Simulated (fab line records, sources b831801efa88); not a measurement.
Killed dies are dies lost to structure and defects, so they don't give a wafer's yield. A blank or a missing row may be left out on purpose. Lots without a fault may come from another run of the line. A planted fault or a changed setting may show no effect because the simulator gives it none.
A struck lot beside a sound one | flow sky130 | 31 steps out of a route of 708
Sound: wafers L212.2, L212.5, L212.6. Struck: wafers L223.3, L223.4, L223.6. The cause comes at the end.
At each step with rows: each side's tool, then ch and its chambers, then its first start. Under that, the readings that differ: sound wafers | struck wafers | difference of the means | sigmas: that difference in standard deviations of wafers without a fault.
alike: readings whose means differ by less than 2 such deviations, and words and numbers that are the same on both sides. not compared: withheld readings, readings that some wafer has no value for, bounds like >300 that may hide the same value, and numbers for which the record gives no deviation and whose values overlap.
The two part at a step that has a row with sigmas, a row that says differs or no value, or rows on one side only. Numbers that don't overlap but have no deviation are shown without sigmas and don't part them. A reading that every wafer of one side lacks parts them only if that side has two wafers or more.

first, 9 steps without rows for these wafers: SKY_RES_XHIGH_IMPLANT_07; SKY_RES_XHIGH_STRIP_08 (strips in O2/N2); SKY_SD_N_DEHYDRATE_00 (time 60 s); SKY_SD_N_HMDS_01 (prime time 60 s); SKY_SD_N_COAT_02 (resist thk 1140 nm); SKY_SD_N_SOFTBAKE_03 (time 60 s); SKY_SD_N_EXPOSE_04 (exposes mask NSDM, target cd 380 nm); SKY_SD_N_PEB_05; SKY_SD_N_DEVELOP_06 (develop time 60 s).
SKY_SD_N_IMPLANT_09:
  sound on implanter-02 ch 0, day 29 01:01; struck on implanter-02 ch 0, day 32 17:36
  alike: beam_on_s, end_station_pressure_torr
then, 20 steps without rows for these wafers: SKY_SD_N_IMPLANT_10; SKY_SD_N_STRIP_11 (strips in O2/N2); SKY_SD_N_CLEAN_13 (cleans in SC1/SC2, time 150 s); SKY_SD_N_RTA_14 (time 2 s); SKY_SALICIDE_CLEAN_00 (cleans in HF-last, time 30 s); SKY_LI_CONTACT_HDPCVD_00 (deposits PSG, target thk 930 nm, time 155 s); SKY_LI_CONTACT_CMP_02 (polishes PSG); SKY_LI_CONTACT_DEHYDRATE_04 (time 60 s); SKY_LI_CONTACT_HMDS_05 (prime time 60 s); SKY_LI_CONTACT_COAT_06 (resist thk 60 nm); SKY_LI_CONTACT_COAT_07 (resist thk 450 nm); SKY_LI_CONTACT_SOFTBAKE_08 (time 90 s); SKY_LI_CONTACT_EXPOSE_09 (exposes mask LICM1, target cd 170 nm); SKY_LI_CONTACT_PEB_10; SKY_LI_CONTACT_DEVELOP_11 (develop time 60 s); SKY_LI_CONTACT_ETCH_14 (etches BARC in N2/H2, stops on SiO2, time 45.9 s, target depth 60 nm); SKY_LI_CONTACT_ETCH_15 (etches PSG in C4F8/O2/Ar, stops on Si, target depth 600 nm); SKY_LI_CONTACT_STRIP_16 (strips in O2/N2); SKY_LI_CONTACT_CLEAN_17 (cleans in NMP, time 600 s); SKY_LI_CONTACT_PRE_CLEAN_18 (time 5.6 s).
-- the record jumps here: 17 days lie between the struck wafers' starts before and after (it left off in module LI_CONTACT and takes up again in module PAD_OPEN, whose first step shown is number 708 of the route) --
SKY_PAD_OPEN_PROBE_99:
  sound on prober-02, day 46 23:34; struck on prober-02, day 49 11:56
  reading                                 | sound                         | struck                      | difference | sigmas
  model.etest.nfet_16v.r_on_ohm_um        | 1.388e+04 1.381e+04 1.372e+04 | 1.486e+04 1.49e+04 1.49e+04 | +1.083e+03 |
  model.etest.nfet_g5v0d10v5.r_on_ohm_um  | 1826 1834 1830                | 2010 2048 2052              | +207       |
  model.etest.nfet_01v8.r_on_ohm_um       | 833 835.2 813                 | 874.5 892.3 872.1           | +52.6      |
  model.etest.sonos_uncharged.r_on_ohm_um | 801.3 794.4 809.3             | 864.2 850.4 854.8           | +54.8      |
  model.etest.nfet_05v0_nvt.drive_ua_um   | 587.8 591.9 590.2             | 564.5 552.5 553.3           | -33.2      |
  model.etest.nfet_g5v0d10v5.drive_ua_um  | 619.4 622.7 631.3             | 595.4 583.2 580.2           | -38.2      |
  alike: killed_at_M0_to_M3, killed_at_M4_up, killed_at_contacts, killed_at_front_end, killed_at_other, killed_dies, killed_open, killed_short
  not compared: model.etest.nfet_01v8_lvt.drive_ua_um, model.etest.nfet_01v8.drive_ua_um

WHERE THEY PART
Nowhere in this record.

WHY: what the simulator had put in
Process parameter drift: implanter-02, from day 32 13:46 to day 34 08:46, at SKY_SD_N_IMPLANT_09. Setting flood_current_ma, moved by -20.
